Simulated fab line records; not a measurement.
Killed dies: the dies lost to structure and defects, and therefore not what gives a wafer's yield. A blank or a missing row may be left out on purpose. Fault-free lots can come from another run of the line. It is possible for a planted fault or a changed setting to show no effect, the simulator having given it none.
Chamber matching / flow sky130 / 4 sister chambers for SKY_CONTACT_CMP_27 on cmp-02
The step polishes, stops on SiO2, t overpolish 15 s, target thk 0 nm. 4 wafers are shown with their chamber, then 12 later ones without.

== WAFERS WITH THEIR CHAMBER ==
wafer=L090.2; chamber=3; motorCurrentA (A)=10.5
wafer=L092.6; chamber=0; motorCurrentA (A)=11.6
wafer=L093.3; chamber=2; motorCurrentA (A)=11.1
wafer=L093.5; chamber=1; motorCurrentA (A)=8.2

== WAFERS MISSING THEIR CHAMBER ==
wafer=L094.2; motorCurrentA (A)=11.5
wafer=L094.3; motorCurrentA (A)=11.0
wafer=L094.6; motorCurrentA (A)=10.4
wafer=L095.2; motorCurrentA (A)=8.2
wafer=L095.3; motorCurrentA (A)=10.0
wafer=L095.6; motorCurrentA (A)=11.6
wafer=L096.4; motorCurrentA (A)=10.0
wafer=L096.5; motorCurrentA (A)=10.0
wafer=L096.6; motorCurrentA (A)=11.5
wafer=L097.1; motorCurrentA (A)=8.4
wafer=L097.3; motorCurrentA (A)=11.3
wafer=L097.4; motorCurrentA (A)=9.9

== EACH ONE'S CHAMBER ==
wafer=L094.2; from the rows above=can't be placed: 0 or 2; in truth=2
wafer=L094.3; from the rows above=can't be placed: 2 or 3 or 0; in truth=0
wafer=L094.6; from the rows above=can't be placed: 3 or 2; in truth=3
wafer=L095.2; from the rows above=1; in truth=1
wafer=L095.3; from the rows above=can't be placed: 3 or 2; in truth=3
wafer=L095.6; from the rows above=can't be placed: 0 or 2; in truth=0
wafer=L096.4; from the rows above=can't be placed: 3 or 2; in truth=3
wafer=L096.5; from the rows above=can't be placed: 3 or 2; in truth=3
wafer=L096.6; from the rows above=can't be placed: 0 or 2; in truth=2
wafer=L097.1; from the rows above=1; in truth=1
wafer=L097.3; from the rows above=can't be placed: 2 or 0 or 3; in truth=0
wafer=L097.4; from the rows above=can't be placed: 3 or 2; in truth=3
Placed correctly: 2 of 12. Can't be placed from these rows: 10 (the true chamber is among the candidates in 10). Number placed wrongly: 0.
How it was worked out, from the rows above alone: a wafer's distance from a chamber is the root of the sum, over the readings, of the square of ((its reading less the chamber's mean) divided by the reading's scatter). If the next closest chamber is less than 2 further off than the closest, the wafer can't be placed; otherwise it belongs to the closest. Each chamber's mean is taken over the wafers shown for it. The scatter: root of mean squared gap, hidden wafer to nearest shown wafer, with one shown wafer a chamber.
